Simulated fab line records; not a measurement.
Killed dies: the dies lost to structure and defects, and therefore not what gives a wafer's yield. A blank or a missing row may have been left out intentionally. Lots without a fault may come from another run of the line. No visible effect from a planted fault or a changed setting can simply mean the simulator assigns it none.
Which tool did it? :: flow sky130 :: Sampling: 11 lots, 33 wafers, 2 of 708 route steps

WHAT THE GAUGES SHOWED, per wafer
SKY_VIA3_CD_MEAS_12: the cd target is 200 nm. Usual: cd_nm at 200.2 nm, with a standard deviation of 1.2.
lot: L511
measured: day 40 04:53
on: cd_sem-01
cd_nm (nm): 199.0 201.7 202.1
flag: 

lot: L512
measured: day 40 15:17
on: cd_sem-02
cd_nm (nm): 200.4 199.4 200.4
flag: 

lot: L515
measured: day 41 07:05
on: cd_sem-02
cd_nm (nm): 197.7 198.3 198.7
flag: 

lot: L516
measured: day 42 07:12
on: cd_sem-01
cd_nm (nm): 200.1 200.1 199.6
flag: 

lot: L517
measured: day 42 15:50
on: cd_sem-02
cd_nm (nm): 200.7 201.5 202.6
flag: 

lot: L519
measured: day 42 23:41
on: cd_sem-01
cd_nm (nm): 199.5 200.1 198.6
flag: 

lot: L520
measured: day 43 06:35
on: cd_sem-01
cd_nm (nm): 198.8 200.0 199.4
flag: 

lot: L527
measured: day 45 04:52
on: cd_sem-02
cd_nm (nm): 198.4 198.5 199.5
flag: 

lot: L528
measured: day 45 07:13
on: cd_sem-02
cd_nm (nm): 200.5 201.3 202.9
flag: 

lot: L530
measured: day 45 22:51
on: cd_sem-01
cd_nm (nm): 200.4 200.9 200.7
flag: 

lot: L532
measured: day 46 04:42
on: cd_sem-01
cd_nm (nm): 198.5 197.3 199.6
flag: 

WHICH TOOL RAN EACH LOT (tool, then ch and the chambers of the sampled wafers, then the start)
lot: L511
SKY_CAPM_STRIP_14: plasma_asher-04 ch 0,1, day 38 02:08

lot: L512
SKY_CAPM_STRIP_14: plasma_asher-04 ch 0,1, day 38 12:05

lot: L515
SKY_CAPM_STRIP_14: plasma_asher-04 ch 1, day 39 02:24

lot: L516
SKY_CAPM_STRIP_14: plasma_asher-04 ch 0,1, day 40 03:05

lot: L517
SKY_CAPM_STRIP_14: plasma_asher-02 ch 0,1, day 40 12:52

lot: L519
SKY_CAPM_STRIP_14: plasma_asher-02 ch 0,1, day 40 21:41

lot: L520
SKY_CAPM_STRIP_14: plasma_asher-02 ch 0,1, day 41 05:14

lot: L527
SKY_CAPM_STRIP_14: plasma_asher-04 ch 0,1, day 43 05:14

lot: L528
SKY_CAPM_STRIP_14: plasma_asher-01 ch 0,1, day 43 07:47

lot: L530
SKY_CAPM_STRIP_14: plasma_asher-02 ch 0,1, day 44 01:17

lot: L532
SKY_CAPM_STRIP_14: plasma_asher-02 ch 0,1, day 44 07:36
- SKY_CAPM_STRIP_14: strips in O2/N2.

AS READ BY THE TOOLS THEMSELVES (means over the sampled wafers that have a number; for cases with no such wafer, the mark the record gives instead)
SKY_CAPM_STRIP_14. Usual: chamber_pressure_mTorr 1499.9 mTorr, standard deviation 1.4; drypump_motor_current_A 5.5 A, standard deviation 0.54; oes_product_au 0.710 a.u., standard deviation 0.0048; strip_time_to_endpoint_s 12.67 s, standard deviation 0.049.
lot: L511
tool: plasma_asher-04
chamber_pressure_mTorr (mTorr): 1500.7
drypump_motor_current_A (A): 5.4
oes_product_au (a.u.): 0.708
strip_time_to_endpoint_s (s): 12.63
flag: 

lot: L512
tool: plasma_asher-04
chamber_pressure_mTorr (mTorr): 1501.4
drypump_motor_current_A (A): 5.9
oes_product_au (a.u.): 0.709
strip_time_to_endpoint_s (s): 12.73
flag: 

lot: L515
tool: plasma_asher-04
chamber_pressure_mTorr (mTorr): 1499.9
drypump_motor_current_A (A): 4.8
oes_product_au (a.u.): 0.709
strip_time_to_endpoint_s (s): 12.66
flag: 

lot: L516
tool: plasma_asher-04
chamber_pressure_mTorr (mTorr): 1500.8
drypump_motor_current_A (A): 5.4
oes_product_au (a.u.): 0.710
strip_time_to_endpoint_s (s): 12.70
flag: 

lot: L517
tool: plasma_asher-02
chamber_pressure_mTorr (mTorr): 1500.1
drypump_motor_current_A (A): 5.1
oes_product_au (a.u.): 0.709
strip_time_to_endpoint_s (s): 12.71
flag: 

lot: L519
tool: plasma_asher-02
chamber_pressure_mTorr (mTorr): 1498.6
drypump_motor_current_A (A): 5.1
oes_product_au (a.u.): 0.707
strip_time_to_endpoint_s (s): 12.70
flag: 

lot: L520
tool: plasma_asher-02
chamber_pressure_mTorr (mTorr): 1499.5
drypump_motor_current_A (A): 5.1
oes_product_au (a.u.): 0.711
strip_time_to_endpoint_s (s): 12.65
flag: 

lot: L527
tool: plasma_asher-04
chamber_pressure_mTorr (mTorr): 1497.8
drypump_motor_current_A (A): 5.8
oes_product_au (a.u.): 0.710
strip_time_to_endpoint_s (s): 12.58
flag: 

lot: L528
tool: plasma_asher-01
chamber_pressure_mTorr (mTorr): 1499.6
drypump_motor_current_A (A): 5.7
oes_product_au (a.u.): 0.710
strip_time_to_endpoint_s (s): 12.65
flag: 

lot: L530
tool: plasma_asher-02
chamber_pressure_mTorr (mTorr): 1499.1
drypump_motor_current_A (A): 5.1
oes_product_au (a.u.): 0.710
strip_time_to_endpoint_s (s): 12.74
flag: 

lot: L532
tool: plasma_asher-02
chamber_pressure_mTorr (mTorr): 1501.1
drypump_motor_current_A (A): 5.1
oes_product_au (a.u.): 0.713
strip_time_to_endpoint_s (s): 12.61
flag: 

THE ANSWER, worked out from the rows above alone
Rule: a lot counts as off when the mean over its wafers that have a number is more than 3 standard deviations away from the usual mean. A lot without any number at a reading at which 4 lots or more have one is off too. Any other lot the step has rows for is counted as sound. After the gauges, taken in route order, come the tools' own readings; for these a lot's mean is taken, as printed above. The first step at which some lot is off is used, and at that step the reading that is off furthest; a lot without a number counts as furthest.
No lot is off on any of the readings shown, so nothing can be concluded from this.

WHAT WAS PUT IN BY THE SIMULATOR
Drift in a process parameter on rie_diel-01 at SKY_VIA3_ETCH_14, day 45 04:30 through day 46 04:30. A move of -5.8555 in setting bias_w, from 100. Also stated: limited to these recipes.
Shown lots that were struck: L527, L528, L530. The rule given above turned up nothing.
